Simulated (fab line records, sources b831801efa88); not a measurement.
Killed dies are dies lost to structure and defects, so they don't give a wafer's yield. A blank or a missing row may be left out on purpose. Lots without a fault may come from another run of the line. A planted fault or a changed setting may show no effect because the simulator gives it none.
fab line records | flow sky130
record lots=7 wafers=21 last_day=50
route steps=708 shown VT_ADJUST_LVTN@116 VT_ADJUST_NCORE@119 VT_ADJUST_HVTR@131 PAD_OPEN@708
lots that met no fault: from a run of the same line without faults
start_h: hours from the record's first day to the start of the lot's first wafer shown | wait_h: hours since the lot's step before | " the same as in the row above | L1.1+2: a row that stands for several wafers | - no value, or no start given | * or withheld: withheld | < > ~ a bound
route shown NAME@n: a module of which the file shows steps, and the number in the route of the first | usual: mean/standard deviation of fault-free wafers | same: alike in all rows | chamber/n: place in a boat | sites: the reading at each site | _std_site: their standard deviation | _edge_site: outer sites' mean less inner sites' | radius_mm: how far each site lies from the wafer's centre | mask NAME#n: copy n | behind: the tool/chamber that last shaped the wafer | hold: why the lot was held/for how many hours/how that ended | device: the transistor (n, p or np) that didn't switch | end of line: the same wafers' tests at the end of the route | a step without rows: its recipe alone | killed: dies lost to structure and defects at the first sort, not the wafer's yield | map: a wafer's dies, x killed, . not, _ none there
set.NAME: the setting as run; set.NAME@STEP: as run at that earlier step | model.NAME: the simulator's own value behind a step, which no gauge read
lots at some steps of the route; a table a step, a row a wafer
services: from which hour (start_h, from the record's first day; less than 0 if before it) a tool's chamber was out of use, for how many hours, and why
## steps
# step SKY_VT_ADJUST_LVTN_IMPLANT_19
# recipe species=B energy_kev=30 dose_cm2=6.5e+11 tilt_deg=withheld
# step SKY_VT_ADJUST_LVTN_STRIP_20
# recipe chemistry=O2/N2 power_w=1400 pressure_mtorr=1500 platen_temp_c=withheld o2_flow_sccm=3000 n2_flow_sccm=300 overash_fraction=0.5
# usual drypump_motor_current_A=5.7/0.45 o2_flow_sccm=3000/8.1 oes_product_au=0.716/0.0047 strip_time_to_endpoint_s=14.18/0.045
# columns lot.wafer tool chamber start_h wait_h drypump_motor_current_A o2_flow_sccm oes_product_au rf_hours_counter_h strip_time_to_endpoint_s
L418.3 plasma_asher-03 1 168.83 0.1 6.2 2995 0.713 - 14.10
L418.4 " 0 " " 5.4 2998 0.715 - 14.09
L418.6 " 1 " " 6.1 3001 0.713 - 14.10
L424.1 plasma_asher-01 1 215.79 0.1 5.1 2998 0.719 10 14.21
L424.2 " 0 " " 6.2 3011 0.719 10 14.24
L424.4 " 0 " " 6.2 3010 0.711 - 14.21
L429.1 plasma_asher-01 1 256.34 0.1 5.1 2998 0.713 13 14.20
L429.3 " 0 " " 6.2 2998 0.718 - 14.17
L429.4 " 1 " " 5.1 3007 0.712 - 14.18
L431.1 plasma_asher-01 1 261.11 0.1 5.1 2991 0.712 14 14.10
L431.2 " 0 " " 6.1 2998 0.721 14 14.13
L431.6 " 0 " " 6.2 2985 0.718 - 14.12
L433.2 plasma_asher-03 1 271.61 0.1 6.1 3003 0.722 58 14.13
L433.5 " 1 " " 6.2 3000 0.717 - 14.14
L433.6 " 0 " " 5.4 2997 0.721 - 14.16
L438.1 plasma_asher-03 0 302.70 0.1 5.4 2999 0.712 61 14.15
L438.2 " 1 " " 6.1 2992 0.724 61 14.14
L438.6 " 0 " " 5.4 3013 0.722 - 14.13
L440.2 plasma_asher-03 0 327.49 0.1 5.4 3010 0.723 63 14.14
L440.5 " 0 " " 5.4 2994 0.714 - 14.10
L440.6 " 1 " " 6.1 3007 0.711 - 14.13
# step SKY_VT_ADJUST_LVTN_TW_MEAS_21
# usual VT_ADJUST_LVTN_2_TW=189.6/1.8
# columns lot.wafer tool chamber start_h wait_h VT_ADJUST_LVTN_2_TW
L418.3 film_metro-03 - 168.91 0.1 190.9
L418.4 " - " " 190.7
L418.6 " - " " 190.2
L424.1 film_metro-04 - 215.89 0.1 188.5
L424.2 " - " " 188.2
L424.4 " - " " 188.3
L429.1 film_metro-04 - 256.44 0.1 189.9
L429.3 " - " " 189.7
L429.4 " - " " 189.9
L431.1 film_metro-04 - 261.21 0.1 189.8
L431.2 " - " " 190.1
L431.6 " - " " 190.2
L433.2 film_metro-01 - 271.72 0.1 186.1
L433.5 " - " " 186.1
L433.6 " - " " 185.7
L438.1 film_metro-03 - 302.80 0.1 191.2
L438.2 " - " " 190.8
L438.6 " - " " 191.4
L440.2 film_metro-01 - 327.60 0.1 186.5
L440.5 " - " " 186.1
L440.6 " - " " 184.7
# step SKY_VT_ADJUST_NCORE_DEHYDRATE_00
# recipe temp_c=200 time_s=60
# step SKY_VT_ADJUST_NCORE_HMDS_01
# recipe prime_time_s=60 prime_temp_c=120
# step SKY_VT_ADJUST_NCORE_COAT_02
# recipe resist=NOVOLAK spin_rpm=3000 resist_thk_nm=1140
# step SKY_VT_ADJUST_NCORE_SOFTBAKE_03
# recipe temp_c=90 time_s=60 resist=NOVOLAK
# step SKY_VT_ADJUST_NCORE_EXPOSE_04
# recipe mask_id=LVTN_COMPLEMENT_THIN na=0.6 source_shape=conventional sigma_outer=0.6 polarization=unpolarized target_cd_nm=380 dose_mj=139
# step SKY_VT_ADJUST_NCORE_PEB_05
# recipe temp_c=withheld time_s=* resist=NOVOLAK
# step SKY_VT_ADJUST_NCORE_DEVELOP_06
# recipe resist=NOVOLAK developer=TMAH develop_time_s=60 dev_temp_c=23
# step SKY_VT_ADJUST_NCORE_CD_MEAS_07
# recipe target_cd_nm=380
# usual cd_nm=379.8/2.4
# columns lot.wafer tool chamber start_h wait_h cd_nm
L418.3 cd_sem-01 - 188.90 0.1 380.3
L418.4 " - " " 378.9
L418.6 " - " " 380.8
L424.1 cd_sem-02 - 239.34 0.1 383.3
L424.2 " - " " 383.6
L424.4 " - " " 383.5
L429.1 cd_sem-01 - 280.66 0.1 378.2
L429.3 " - " " 380.1
L429.4 " - " " 378.8
L431.1 cd_sem-02 - 285.61 0.1 375.7
L431.2 " - " " 375.4
L431.6 " - " " 377.0
L433.2 cd_sem-01 - 296.58 0.1 378.7
L433.5 " - " " 379.3
L433.6 " - " " 378.4
L438.1 cd_sem-02 - 328.51 0.1 379.0
L438.2 " - " " 380.2
L438.6 " - " " 379.4
L440.2 cd_sem-01 - 354.18 0.1 382.0
L440.5 " - " " 380.1
L440.6 " - " " 379.5
# step SKY_VT_ADJUST_NCORE_OVL_MEAS_08
# usual VT_ADJUST_NCORE_OVL=1.0/1.4
# columns lot.wafer tool chamber start_h wait_h VT_ADJUST_NCORE_OVL[nm]
L418.3 overlay-02 - 188.99 0.1 1.0
L418.4 " - " " 2.8
L418.6 " - " " 0.4
L424.1 overlay-01 - 239.46 0.1 0.1
L424.2 " - " " 0.8
L424.4 " - " " 1.5
L429.1 overlay-01 - 280.78 0.1 0.3
L429.3 " - " " -0.7
L429.4 " - " " -0.2
L431.1 overlay-01 - 285.73 0.1 1.3
L431.2 " - " " 0.5
L431.6 " - " " 1.2
L433.2 overlay-01 - 296.68 0.1 0.0
L433.5 " - " " 0.0
L433.6 " - " " 0.4
L438.1 overlay-02 - 328.63 0.1 0.9
L438.2 " - " " 0.9
L438.6 " - " " 0.6
L440.2 overlay-01 - 354.28 0.1 2.0
L440.5 " - " " 3.0
L440.6 " - " " 2.3
# step SKY_VT_ADJUST_NCORE_IMPLANT_09
# recipe species=B energy_kev=10 dose_cm2=2.4e+12 tilt_deg=withheld
# usual beam_on_s=10.01/0.18 end_station_pressure_torr=4.99e-06/2.5e-07 faraday_current_uA=13.53/0.25
# columns lot.wafer tool chamber start_h wait_h beam_on_s end_station_pressure_torr faraday_current_uA
L418.3 implanter-01 0 189.06 0.1 9.97 4.78e-06 13.59
L418.4 " 0 " " 10.34 5.19e-06 13.08
L418.6 " 0 " " 10.33 4.84e-06 13.11
L424.1 implanter-02 0 239.49 0.0 10.21 4.94e-06 13.30
L424.2 " 0 " " 10.12 5.34e-06 13.29
L424.4 " 0 " " 9.74 4.81e-06 13.86
L429.1 implanter-02 0 280.81 0.0 11.18 7.05e-05 11.71
L429.3 " 0 " " 10.94 6.339e-05 12.04
L429.4 " 0 " " 11.04 6.872e-05 11.84
L431.1 implanter-02 0 285.77 0.0 11.17 7.29e-05 11.79
L431.2 " 0 " " 10.99 7.182e-05 11.96
L431.6 " 0 " " 11.04 6.895e-05 11.94
L433.2 implanter-02 0 296.74 0.0 11.41 7.155e-05 11.55
L433.5 " 0 " " 11.43 7.296e-05 11.52
L433.6 " 0 " " 11.35 6.531e-05 11.68
L438.1 implanter-01 0 328.66 0.0 9.85 4.88e-06 13.71
L438.2 " 0 " " 9.87 4.88e-06 13.71
L438.6 " 0 " " 9.99 5.44e-06 13.51
L440.2 implanter-01 0 354.34 0.0 9.90 4.92e-06 13.60
L440.5 " 0 " " 10.16 5.18e-06 13.34
L440.6 " 0 " " 10.17 4.75e-06 13.31
# step SKY_VT_ADJUST_NCORE_STRIP_10
# recipe chemistry=O2/N2 power_w=1400 pressure_mtorr=1500 platen_temp_c=withheld o2_flow_sccm=3000 n2_flow_sccm=300 overash_fraction=0.5
# usual drypump_motor_current_A=5.8/0.43 o2_flow_sccm=3001/9.4 oes_product_au=0.716/0.0042 strip_time_to_endpoint_s=14.19/0.031
# columns lot.wafer tool chamber start_h wait_h drypump_motor_current_A o2_flow_sccm oes_product_au rf_hours_counter_h strip_time_to_endpoint_s
L418.3 plasma_asher-01 0 189.20 0.1 6.2 3003 0.709 - 14.16
L418.4 " 1 " " 5.1 2984 0.718 - 14.14
L418.6 " 1 " " 5.1 2994 0.717 - 14.16
L424.1 plasma_asher-04 1 239.64 0.1 6.1 3014 0.715 55 14.17
L424.2 " 0 " " 6.0 3004 0.708 55 14.17
L424.4 " 0 " " 6.0 3000 0.718 - 14.15
L429.1 plasma_asher-01 0 280.96 0.1 6.2 3003 0.713 16 14.16
L429.3 " 0 " " 6.1 3011 0.713 - 14.20
L429.4 " 1 " " 5.1 2997 0.724 - 14.21
L431.1 plasma_asher-03 1 285.92 0.1 6.1 3004 0.717 59 14.19
L431.2 " 0 " " 5.4 3004 0.720 59 14.18
L431.6 " 0 " " 5.4 2995 0.719 - 14.22
L433.2 plasma_asher-01 1 296.86 0.1 5.1 2996 0.715 17 14.19
L433.5 " 1 " " 5.1 2987 0.710 - 14.16
L433.6 " 0 " " 6.2 2992 0.719 - 14.21
L438.1 plasma_asher-01 1 328.81 0.1 5.1 2999 0.713 20 14.22
L438.2 " 0 " " 6.2 2983 0.712 20 14.22
L438.6 " 0 " " 6.2 2985 0.710 - 14.18
L440.2 plasma_asher-03 1 354.46 0.1 6.1 3015 0.714 66 14.25
L440.5 " 1 " " 6.1 3008 0.706 - 14.23
L440.6 " 0 " " 5.4 3007 0.715 - 14.21
# step SKY_VT_ADJUST_NCORE_TW_MEAS_11
# usual VT_ADJUST_NCORE_TW=220.9/1.5
# columns lot.wafer tool chamber start_h wait_h VT_ADJUST_NCORE_TW
L418.3 film_metro-04 - 189.28 0.1 219.1
L418.4 " - " " 218.6
L418.6 " - " " 219.9
L424.1 film_metro-04 - 239.74 0.1 220.6
L424.2 " - " " 220.1
L424.4 " - " " 219.9
L429.1 film_metro-04 - 281.06 0.1 227.2
L429.3 " - " " 226.8
L429.4 " - " " 227.2
L431.1 film_metro-04 - 286.02 0.1 226.9
L431.2 " - " " 226.5
L431.6 " - " " 226.7
L433.2 film_metro-03 - 296.97 0.1 229.3
L433.5 " - " " 229.1
L433.6 " - " " 228.7
L438.1 film_metro-02 - 328.91 0.1 220.5
L438.2 " - " " 220.8
L438.6 " - " " 219.3
L440.2 film_metro-03 - 354.57 0.1 222.9
L440.5 " - " " 223.9
L440.6 " - " " 222.9
# step SKY_VT_ADJUST_HVTR_DEHYDRATE_00
# recipe temp_c=200 time_s=60
# step SKY_PAD_OPEN_PROBE_99
# usual killed_at_M0_to_M3=43/6.5 killed_at_M4_up=3/1.7 killed_at_contacts=25/5.1 killed_at_front_end=15/3.8 killed_at_other=0.2/0.45 killed_dies=86/8.8 killed_open=47/6.7 killed_short=39/6
# same gross_dies=492 killed_at_back_side=0
# columns lot.wafer tool chamber start_h wait_h killed_at_M0_to_M3 killed_at_M4_up killed_at_contacts killed_at_front_end killed_at_other killed_dies killed_open killed_short model.etest.nfet_16v.r_on_ohm_um model.etest.pfet_g5v0d10v5.r_on_ohm_um model.etest.res_pwell_under_gate.rs_ohm_sq model.etest.pfet_g5v0d10v5.drive_ua_um model.etest.pfet_16v.drive_ua_um model.etest.nfet_16v.drive_ua_um model.etest.pfet_g5v0d10v5.off_log10_a_um model.etest.pfet_g5v0d10v5.vt_sat_v
L418.3 prober-01 - 1083.03 0.2 52 1 24 16 1 94 50 44 1.401e+04 4713 2282 344 252.1 225.1 -12.35 -0.6224
L418.4 prober-01 - 1083.08 0.2 48 2 32 14 0 96 55 41 1.393e+04 4690 2266 343.1 249.8 224.7 -12.34 -0.6268
L418.6 prober-01 - 1083.18 0.2 37 6 27 11 0 81 50 31 1.396e+04 4688 2269 345.3 250.4 227.2 -12.79 -0.6492
L424.1 prober-01 - 1124.25 0.1 61 3 18 19 1 102 55 47 1.413e+04 4758 2305 339 242.2 220.7 -12.59 -0.6496
L424.2 prober-01 - 1124.30 0.1 35 3 23 16 1 78 42 36 1.417e+04 4875 2292 332.2 243.7 221.4 -12.95 -0.6701
L424.4 prober-01 - 1124.40 0.2 40 2 30 16 0 88 44 44 1.42e+04 4816 2288 335.9 237.1 218.2 -12.8 -0.6613
L429.1 prober-01 - 1160.84 0.1 51 1 29 16 0 97 51 46 1.458e+04 4545 2235 362 253.7 219.5 -10.84 -0.4801
L429.3 prober-01 - 1160.94 0.2 42 6 16 13 0 77 42 35 1.448e+04 4540 2226 364.1 251.3 219.4 -10.93 -0.4778
L429.4 prober-01 - 1160.99 0.2 53 3 26 14 0 96 53 43 1.473e+04 4581 2259 359.9 249.9 216.8 -10.79 -0.4695
L431.1 prober-02 - 1161.17 0.1 47 3 29 11 0 90 44 46 1.422e+04 4636 2260 346.6 248.5 213 -11.74 -0.5413
L431.2 prober-02 - 1161.22 0.1 49 3 26 17 0 95 54 41 1.426e+04 4676 2249 345.4 251.1 213.8 -11.57 -0.5464
L431.6 prober-02 - 1161.42 0.2 54 3 21 13 0 91 50 41 1.415e+04 4659 2234 347.8 252.5 215.5 -11.7 -0.5382
L433.2 prober-02 - 1169.74 0.1 49 4 31 16 0 100 45 55 1.463e+04 4599 2244 357.6 250.3 217.1 -10.93 -0.476
L433.5 prober-02 - 1169.89 0.2 42 3 30 17 0 92 49 43 1.44e+04 4593 2246 357.4 260.7 220.4 -11.49 -0.5338
L433.6 prober-02 - 1169.94 0.2 42 7 23 15 0 87 44 43 1.454e+04 4590 2252 357.6 251.4 214.8 -11.23 -0.5103
L438.1 prober-01 - 1191.07 0.1 46 5 28 17 0 96 58 38 1.442e+04 4794 2263 336.9 233.5 214.6 -12.64 -0.6401
L438.2 prober-01 - 1191.12 0.1 35 5 32 11 0 83 44 39 1.442e+04 4799 2261 334.6 234.8 215.1 -12.54 -0.6359
L438.6 prober-01 - 1191.32 0.2 40 1 28 14 0 83 47 36 1.429e+04 4749 2260 337.6 238.4 220.2 -12.58 -0.6421
L440.2 prober-01 - 1208.27 0.1 30 4 26 15 0 75 40 35 1.418e+04 4796 2266 338.1 244.9 219.8 -12.31 -0.6118
L440.5 prober-01 - 1208.42 0.2 37 1 20 15 1 74 44 30 1.405e+04 4704 2266 343.1 246.9 223.6 -12.46 -0.615
L440.6 prober-01 - 1208.47 0.2 43 0 27 12 0 82 50 32 1.412e+04 4721 2256 347.7 243.9 222.6 -12.33 -0.6197
# killed by level:class
L418.3 VIA1:geometric_particle:open=18 CONTACT:geometric_particle:open=7 CONTACT:geometric_particle:short=7 METAL1:geometric_particle:short=6 METAL2:geometric_particle:short=6 LI_CONTACT:geometric_particle:open=5 VIA1:geometric_particle:short=5 FIELD_ISO:geometric_particle:open=4
L418.4 CONTACT:geometric_particle:open=11 VIA1:geometric_particle:open=10 LI_CONTACT:geometric_particle:open=10 CONTACT:geometric_particle:short=8 VIA3:geometric_particle:open=8 VIA2:geometric_particle:open=6 METAL2:geometric_particle:short=6 POLY_GATE:geometric_particle:open=5
L418.6 VIA1:geometric_particle:open=12 LI_CONTACT:geometric_particle:open=11 CONTACT:geometric_particle:open=7 METAL2:geometric_particle:short=4 VIA2:geometric_particle:open=4 VIA3:geometric_particle:short=4 METAL4:geometric_particle:short=4 FIELD_ISO:geometric_particle:open=3
L424.1 VIA1:geometric_particle:open=11 VIA3:geometric_particle:open=11 METAL1:geometric_particle:short=8 LI_CONTACT:geometric_particle:open=7 VIA1:geometric_particle:short=7 CONTACT:geometric_particle:open=6 FIELD_ISO:geometric_particle:open=5 FIELD_ISO:geometric_particle:short=5
L424.2 LI_CONTACT:geometric_particle:open=10 VIA1:geometric_particle:open=8 CONTACT:geometric_particle:open=6 POLY_GATE:geometric_particle:open=5 VIA3:geometric_particle:open=5 LOCAL_INTERCONNECT:geometric_particle:short=4 METAL2:geometric_particle:short=4 VIA3:geometric_particle:short=4
L424.4 CONTACT:geometric_particle:open=11 CONTACT:geometric_particle:short=7 VIA1:geometric_particle:open=7 VIA2:geometric_particle:open=6 VIA3:geometric_particle:short=6 LI_CONTACT:geometric_particle:open=5 LOCAL_INTERCONNECT:geometric_particle:short=5 FIELD_ISO:geometric_particle:short=4
L429.1 VIA1:geometric_particle:open=14 CONTACT:geometric_particle:open=9 LI_CONTACT:geometric_particle:open=8 VIA1:geometric_particle:short=7 LOCAL_INTERCONNECT:geometric_particle:short=6 VIA2:geometric_particle:open=6 VIA2:geometric_particle:short=6 POLY_GATE:geometric_particle:short=5
L429.3 VIA1:geometric_particle:open=12 VIA2:geometric_particle:open=8 METAL1:geometric_particle:short=6 VIA1:geometric_particle:short=6 METAL4:geometric_particle:short=5 POLY_GATE:geometric_particle:open=4 LI_CONTACT:geometric_particle:open=4 LOCAL_INTERCONNECT:geometric_particle:short=4
L429.4 CONTACT:geometric_particle:open=15 VIA1:geometric_particle:open=9 VIA2:geometric_particle:open=9 METAL1:geometric_particle:short=8 VIA3:geometric_particle:open=7 METAL2:geometric_particle:short=7 LOCAL_INTERCONNECT:geometric_particle:short=5 FIELD_ISO:geometric_particle:short=4
L431.1 VIA1:geometric_particle:open=9 METAL2:geometric_particle:short=9 LI_CONTACT:geometric_particle:open=8 CONTACT:geometric_particle:open=7 VIA3:geometric_particle:open=5 METAL1:geometric_particle:short=5 VIA1:geometric_particle:short=5 VIA3:geometric_particle:short=5
L431.2 VIA1:geometric_particle:open=12 LI_CONTACT:geometric_particle:open=8 VIA2:geometric_particle:open=8 CONTACT:geometric_particle:open=7 METAL2:geometric_particle:short=7 CONTACT:geometric_particle:short=6 VIA3:geometric_particle:open=5 POLY_GATE:geometric_particle:open=4
L431.6 VIA1:geometric_particle:open=14 VIA3:geometric_particle:open=8 LI_CONTACT:geometric_particle:open=7 CONTACT:geometric_particle:open=7 VIA1:geometric_particle:short=6 VIA2:geometric_particle:short=6 METAL1:geometric_particle:short=5 METAL2:geometric_particle:short=5
L433.2 CONTACT:geometric_particle:open=9 METAL2:geometric_particle:short=9 LOCAL_INTERCONNECT:geometric_particle:short=8 VIA1:geometric_particle:open=8 VIA2:geometric_particle:short=7 VIA2:geometric_particle:open=6 FIELD_ISO:geometric_particle:short=5 LI_CONTACT:geometric_particle:open=5
L433.5 VIA1:geometric_particle:open=9 CONTACT:geometric_particle:open=8 FIELD_ISO:geometric_particle:open=7 LI_CONTACT:geometric_particle:open=7 VIA3:geometric_particle:open=7 CONTACT:geometric_particle:short=6 METAL2:geometric_particle:short=6 LOCAL_INTERCONNECT:geometric_particle:short=5
L433.6 CONTACT:geometric_particle:open=9 VIA1:geometric_particle:open=9 VIA3:geometric_particle:open=7 LI_CONTACT:geometric_particle:short=5 METAL2:geometric_particle:short=5 METAL3:geometric_particle:short=5 METAL4:geometric_particle:short=5 POLY_GATE:geometric_particle:short=4
L438.1 CONTACT:geometric_particle:open=12 VIA3:geometric_particle:open=9 LI_CONTACT:geometric_particle:open=8 VIA2:geometric_particle:open=8 FIELD_ISO:geometric_particle:open=7 METAL1:geometric_particle:short=7 METAL2:geometric_particle:short=6 POLY_GATE:geometric_particle:open=5
L438.2 CONTACT:geometric_particle:open=11 VIA1:geometric_particle:open=11 LI_CONTACT:geometric_particle:open=8 VIA2:geometric_particle:open=6 LI_CONTACT:geometric_particle:short=5 METAL4:geometric_particle:short=5 FIELD_ISO:geometric_particle:short=4 CONTACT:geometric_particle:short=4
L438.6 LI_CONTACT:geometric_particle:open=11 METAL1:geometric_particle:short=8 CONTACT:geometric_particle:short=7 VIA1:geometric_particle:open=7 VIA2:geometric_particle:open=6 POLY_GATE:geometric_particle:open=5 CONTACT:geometric_particle:open=5 METAL2:geometric_particle:short=4
L440.2 CONTACT:geometric_particle:open=11 VIA3:geometric_particle:open=6 VIA1:geometric_particle:short=5 FIELD_ISO:geometric_particle:open=4 LOCAL_INTERCONNECT:geometric_particle:short=4 CONTACT:geometric_particle:short=4 VIA1:geometric_particle:open=4 VIA2:geometric_particle:open=4
L440.5 VIA1:geometric_particle:open=11 CONTACT:geometric_particle:open=9 POLY_GATE:geometric_particle:open=8 VIA3:geometric_particle:open=6 CONTACT:geometric_particle:short=5 METAL3:geometric_particle:short=5 METAL2:geometric_particle:short=4 FIELD_ISO:geometric_particle:short=3
L440.6 VIA1:geometric_particle:open=10 VIA3:geometric_particle:open=8 LI_CONTACT:geometric_particle:open=7 CONTACT:geometric_particle:open=6 VIA2:geometric_particle:open=6 FIELD_ISO:geometric_particle:short=5 FIELD_ISO:geometric_particle:open=5 LI_CONTACT:geometric_particle:short=5
## services
# columns tool chamber start_h hours kind
implanter-02 - 147.51 7.2 pm
implanter-01 - 150.22 2.8 pm
plasma_asher-04 - 158.32 2.1 repair
implanter-01 - 158.69 2.1 repair
implanter-02 - 200.20 6.6 repair
implanter-02 - 219.07 1.1 repair
implanter-01 - 221.14 5.0 repair
implanter-02 - 232.06 0.7 repair
implanter-01 - 278.33 7.6 repair
implanter-02 - 281.35 2.6 repair
implanter-02 - 281.56 1.5 repair
plasma_asher-03 - 293.36 4.1 repair
implanter-01 - 305.98 5.0 pm
implanter-02 - 311.17 1.3 repair
plasma_asher-04 - 337.57 2.8 pm
implanter-02 - 353.10 2.1 repair
## key
first_sign step=SKY_VT_ADJUST_NCORE_IMPLANT_09 reading=end_station_pressure_torr direction=up sigmas=99+ usual=4.99e-06 struck=6.957e-05
effect step=SKY_VT_ADJUST_NCORE_IMPLANT_09 reading=faraday_current_uA direction=down sigmas=7.1 usual=13.53 struck=11.78
effect step=SKY_VT_ADJUST_NCORE_TW_MEAS_11 reading=VT_ADJUST_NCORE_TW direction=up sigmas=4.6 usual=220.9 struck=227.6
model_effect step=SKY_PAD_OPEN_PROBE_99 value=etest.nfet_16v.r_on_ohm_um without=1.397e+04 struck=1.444e+04
met_at SKY_VT_ADJUST_NCORE_IMPLANT_09
struck_wafers L429.1,L429.3,L429.4,L431.1,L431.2,L431.6,L433.2,L433.5,L433.6
tester_left_out L429,L431,L433
onset_between 239.49 280.81
fault kind=process_parameter_drift tool=implanter-02 chamber=- onset_h=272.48 steps=SKY_VT_ADJUST_NCORE_IMPLANT_09 channel=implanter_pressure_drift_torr offset=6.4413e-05 shape=step end_h=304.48
fault kind=process_parameter_drift tool=implanter-02 chamber=- onset_h=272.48 steps=SKY_VT_ADJUST_NCORE_IMPLANT_09 channel=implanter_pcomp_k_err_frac offset=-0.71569 shape=step end_h=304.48
# tester_left_out: of these lots the tester's yield and bins aren't shown, on N5 and GAA mostly nor the transistor test; their killed dies are dies lost to structure and defects alone, not to doping, threshold or leakage, so they don't give the yield
